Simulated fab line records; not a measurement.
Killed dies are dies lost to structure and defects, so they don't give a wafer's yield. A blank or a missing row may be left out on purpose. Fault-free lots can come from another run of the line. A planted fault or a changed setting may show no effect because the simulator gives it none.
Which tool was responsible?	flow sky130	13 lots, 39 wafers sampled, at 3 steps of a route of 708

## WHAT THE GAUGES READ, wafer by wafer
SKY_PWDE_TW_MEAS_10.
lot	measured	on	PWDE_TW
L905	day 3 21:47	film metro-03	371.2 374.1 371.8
L908	day 4 13:55	film metro-02	374.6 375.1 375.9
L909	day 4 19:16	film metro-03	370.5 369.5 369.4
L911	day 5 06:53	film metro-02	373.5 372.9 372.0
L912	day 5 11:53	film metro-02	375.2 375.1 373.7
L913	day 5 18:16	film metro-03	375.1 374.5 374.5
L916	day 6 14:40	film metro-01	377.8 376.1 377.6
L920	day 7 09:55	film metro-02	374.2 371.9 375.7
L924	day 8 09:31	film metro-03	375.8 376.4 375.7
L925	day 8 17:06	film metro-03	374.9 375.2 375.8
L926	day 8 21:23	film metro-02	373.4 376.3 372.0
L927	day 9 02:44	film metro-01	377.3 376.1 376.8
L928	day 9 09:41	film metro-03	373.3 375.7 373.4

SKY_VT_ADJUST_HVTP_TW_MEAS_11.
lot	measured	on	VT_ADJUST_HVTP_TW
L905	day 6 03:44	film metro-03	1366 1366 1370
L908	day 7 00:55	film metro-01	1368 1369 1367
L909	day 7 03:42	film metro-04	1347 1344 1346
L911	day 7 18:12	film metro-04	1344 1347 1348
L912	day 7 23:05	film metro-01	1367 1364 1365
L913	day 8 05:03	film metro-01	1362 1367 1375
L916	day 9 01:57	film metro-04	1344 1338 1343
L920	day 9 23:35	film metro-03	1356 1356 1360
L924	day 11 02:30	film metro-04	1346 1345 1349
L925	day 11 12:17	film metro-01	1371 1369 1371
L926	day 11 18:26	film metro-04	1346 1343 1344
L927	day 11 22:37	film metro-04	1343 1340 1352
L928	day 12 08:11	film metro-04	1338 1334 1337

SKY_VT_ADJUST_LVTN_TW_MEAS_10.
lot	measured	on	VT_ADJUST_LVTN_TW
L905	day 6 23:26	film metro-02	241.4 241.6 242.4
L908	day 7 20:06	film metro-04	239.5 239.9 240.5
L909	day 7 23:37	film metro-02	242.0 242.0 242.6
L911	day 8 13:51	film metro-04	239.0 239.6 238.1
L912	day 8 18:04	film metro-02	242.1 242.6 242.5
L913	day 9 00:35	film metro-02	243.6 244.6 242.9
L916	day 9 23:10	film metro-02	244.1 244.5 243.4
L920	day 10 23:10	film metro-04	239.2 239.9 238.1
L924	day 12 01:16	film metro-02	242.3 242.0 242.6
L925	day 12 12:32	film metro-03	243.4 242.6 243.1
L926	day 12 19:29	film metro-03	243.4 242.1 243.0
L927	day 12 23:37	film metro-02	242.9 242.7 243.4
L928	day 13 09:24	film metro-03	242.8 241.6 241.9

## TOOL THAT RAN EACH LOT (tool first, then ch and the chambers of the sampled wafers, then the start)
Record: no process step prior to these readings.

## WHAT THE TOOLS THEMSELVES READ (means of the sampled wafers that have a number; where no wafer has one, the mark that the record gives instead)
The record holds no such reading with a usual standard deviation.

## THE ANSWER, worked out from the rows above alone
Rule: usual is defined by the lots themselves. The widest of any qualifying gaps counts: lots, ordered by their means at a reading, are off when they make up no more than a third of the lots, leave a main group of 4 or more, and stand apart from it by 3 or more times the standard deviation of that group's means. A main group is skipped when, at the precision printed for the reading in the tables above, its means are all equal. Also off: a lot with no number at a reading for which 4 or more lots have one. The other lots that the step has rows for count as sound. After the gauges, taken in route order, come the tools' own readings; for these a lot's mean is taken, as printed above. At the first step where some lot is off, the reading lying furthest off is the one used; lots without a number count as furthest.
No lot is off on any of the readings shown, so nothing can be concluded from this.

## WHAT WAS PUT IN BY THE SIMULATOR
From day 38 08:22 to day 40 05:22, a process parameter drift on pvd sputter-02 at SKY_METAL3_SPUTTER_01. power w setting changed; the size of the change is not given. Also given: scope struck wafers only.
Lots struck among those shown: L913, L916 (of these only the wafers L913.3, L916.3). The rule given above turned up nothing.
